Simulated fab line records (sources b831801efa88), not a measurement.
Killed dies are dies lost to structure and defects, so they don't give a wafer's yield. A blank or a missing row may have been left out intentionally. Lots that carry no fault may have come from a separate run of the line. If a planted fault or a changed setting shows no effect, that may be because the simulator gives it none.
Code-filled problem report in 8D (eight disciplines) form / flow gf180mcu / the parts of the form that need people (team, actions taken, sign-off) are left out

== 1. THE ISSUE ==
Wafers without a fault read 849.99 C, standard deviation 0.084; tube_center_temp_C at GF_POLY_GATE_OXIDATION_16 reads a mean of 846.66 C on 6 wafers belonging to 2 lots. That is -40 standard deviations from the usual mean.
The step: stabilise 600 s, purge 300 s, target thk 4 nm.
First observed at day 14 04:23: wafer L147.2, on furnace-01. The record has a number at this step for 39 wafers belonging to 13 lots. Rule for "out", or "out of limits": more than 4 standard deviations from the usual mean. All remaining wafers that have a number are taken as sound.

== 2. WHAT IT IS; WHAT IT IS NOT ==
question=which readings at this step | is=tube_center_temp_C, tube_center_temp_C_max | is not=-
question=which lots | is=L147, L148 | is not=L131, L132, L134, L137, L138, L139, L140, L141, L142, L149, L154
question=which wafers of those lots | is=all that have a number | is not=-
question=read on which tools | is=furnace-01 | is not=furnace-02
question=when | is=from day 14 04:23 | is not=up to then (27 sound wafers); but 6 sound wafers of L149, L154 came after

== 3. WHAT RULES OUT EACH SUSPECT ==
Counting: any tool at a process step up to the reading is kept as a suspect provided that every lot that is out went through it and no sound lot did after the first of them.
- furnace-01 at GF_POLY_GATE_OXIDATION_16 (stabilise 600 s, purge 300 s, target thk 4 nm): kept. All lots that are out passed through it, beginning with L147 at day 14 04:23, and no sound lot followed; its final sound lot before that point was L141 at day 12 01:16. Its own readings are out on those wafers: tube_center_temp_C, tube_center_temp_C_max.
After counting, what remains is furnace-01 at GF_POLY_GATE_OXIDATION_16.

== 4. THE CAUSE (what the simulator had put in) ==
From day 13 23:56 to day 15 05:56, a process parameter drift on furnace-01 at GF_POLY_GATE_OXIDATION_16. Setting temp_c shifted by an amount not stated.
Counting left only this tool.

== 5. THE EFFECT CHAIN, in route order ==
Each row: a reading whose mean over the struck wafers that have a number lies more than 3 standard deviations from the usual. Scope: only readings with a usual standard deviation given in the record; hours: median across lots of the time from each lot's start at the first step in this table that gives one to its start at this step; sigmas: change in usual standard deviations.
hours=0; step=GF_POLY_GATE_OXIDATION_16; reading=spike_tc_centre_C; usual=851.4 C; on struck wafers=846.9; change=-4.5; sigmas=-4.7
hours=0; step=GF_POLY_GATE_OXIDATION_16; reading=spike_tc_upper_C; usual=850.4 C; on struck wafers=847.1; change=-3.3; sigmas=-3.6
hours=0; step=GF_POLY_GATE_OXIDATION_16; reading=tube_center_temp_C; usual=849.99 C; on struck wafers=846.66; change=-3.33; sigmas=-40
hours=0; step=GF_POLY_GATE_OXIDATION_16; reading=tube_center_temp_C_max; usual=852.2; on struck wafers=848.8; change=-3.4; sigmas=-8.9
The process steps in it:
- GF_POLY_GATE_OXIDATION_16: stabilise 600 s, purge 300 s, target thk 4 nm.

== 6. WHAT WOULD HAVE CAUGHT IT SOONER ==
The fault began at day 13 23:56; the first out-of-limits reading in this record came at day 14 04:23, 4 hours later.
